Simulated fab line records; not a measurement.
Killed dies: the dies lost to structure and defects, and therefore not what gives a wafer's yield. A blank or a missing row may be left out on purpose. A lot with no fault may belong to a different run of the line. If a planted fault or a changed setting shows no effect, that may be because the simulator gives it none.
The tool behind it: which one?	flow sky130	11 lots with 33 wafers sampled at 3 steps, on a route of 708 steps

== WHAT THE GAUGES SHOWED, per wafer ==
SKY_SD_N_RS_MEAS_17: a four-point-probe measurement.
lot	measured	on	SD_P_RS (ohm/sq)
L644	day 28 17:10	filmMetro-02	146.0 146.0 145.6
L646	day 29 19:58	filmMetro-02	146.7 146.6 146.5
L648	day 30 04:16	filmMetro-01	145.8 145.9 146.0
L649	day 30 22:48	filmMetro-01	145.8 145.6 146.2
L657	day 33 05:34	filmMetro-01	146.4 146.4 146.2
L660	day 34 05:40	filmMetro-02	146.2 146.4 146.7
L659	day 34 07:12	filmMetro-02	146.2 146.1 145.7
L661	day 34 13:25	filmMetro-02	145.5 145.8 145.9
L663	day 34 23:22	filmMetro-02	146.7 146.4 146.1
L664	day 35 11:51	filmMetro-03	145.9 145.8 145.8
L665	day 35 13:40	filmMetro-01	146.0 145.8 145.8

SKY_LI_CONTACT_RS_MEAS_22: a four-point-probe measurement.
lot	measured	on	LI_CONTACT_W_RS (ohm/sq)
L644	day 29 23:54	filmMetro-01	0.300 0.300 0.298
L646	day 31 01:34	filmMetro-01	0.303 0.304 0.302
L648	day 31 09:53	filmMetro-02	0.302 0.304 0.302
L649	day 32 03:32	filmMetro-03	0.302 0.304 0.303
L657	day 34 10:13	filmMetro-02	0.304 0.301 0.302
L660	day 35 10:11	filmMetro-01	0.311 0.310 0.308
L659	day 35 11:49	filmMetro-01	0.306 0.303 0.299
L661	day 35 17:31	filmMetro-02	0.308 0.308 0.310
L663	day 36 03:52	filmMetro-03	0.306 0.303 0.303
L664	day 36 15:26	filmMetro-03	0.306 0.307 0.306
L665	day 36 18:07	filmMetro-01	0.307 0.304 0.307

SKY_LOCAL_INTERCONNECT_THK_MEAS_02: measures by xrf.
lot	measured	on	LOCAL_INTERCONNECT_TIN_THK (nm)
L644	day 30 00:34	filmMetro-01	97.3 98.6 97.8
L646	day 31 11:44	filmMetro-01	100.2 99.3 98.6
L648	day 31 10:32	filmMetro-02	99.8 99.6 100.9
L649	day 32 05:35	filmMetro-02	100.0 99.6 99.1
L657	day 34 10:52	filmMetro-04	98.6 99.6 99.5
L660	day 35 10:50	filmMetro-04	98.6 97.7 99.1
L659	day 35 12:29	filmMetro-04	97.7 97.8 98.1
L661	day 35 18:11	filmMetro-01	99.8 98.5 97.3
L663	day 36 04:31	filmMetro-01	95.7 97.6 96.7
L664	day 36 16:06	filmMetro-04	98.7 98.8 99.8
L665	day 36 18:46	filmMetro-04	98.9 98.9 99.5

== WHAT TOOL EACH LOT RAN ON (gives the tool, then ch and the chambers of the sampled wafers, and finally the start) ==
Record: no process step prior to these readings.

== WHAT THE TOOLS THEMSELVES READ (means of the sampled wafers that have a number; where no wafer has one, the mark that the record gives instead) ==
The record holds no such reading with a usual standard deviation.

== THE ANSWER, worked out from the rows above alone ==
Rule: usual is defined by the lots themselves. Put in order of their means at a reading, lots are off if they are a third of the lots or fewer, leave a main group of 4 or more, and stand apart from it by a gap of 3 or more times the standard deviation of the main group's means; of several such gaps the widest counts. A main group whose means are all the same, to the digits that the tables above print for the reading, isn't used. Also off: a lot with no number at a reading for which 4 or more lots have one. The other lots that the step has rows for count as sound. First the gauges in route order, then the tools' own readings, where a lot's mean is used as printed above. The first step at which some lot is off is used, and at that step the reading that is off furthest; a lot without a number counts as furthest.
No lot is off on any of the readings shown, so nothing can be concluded from this.

== WHAT THE SIMULATOR HAD INSERTED ==
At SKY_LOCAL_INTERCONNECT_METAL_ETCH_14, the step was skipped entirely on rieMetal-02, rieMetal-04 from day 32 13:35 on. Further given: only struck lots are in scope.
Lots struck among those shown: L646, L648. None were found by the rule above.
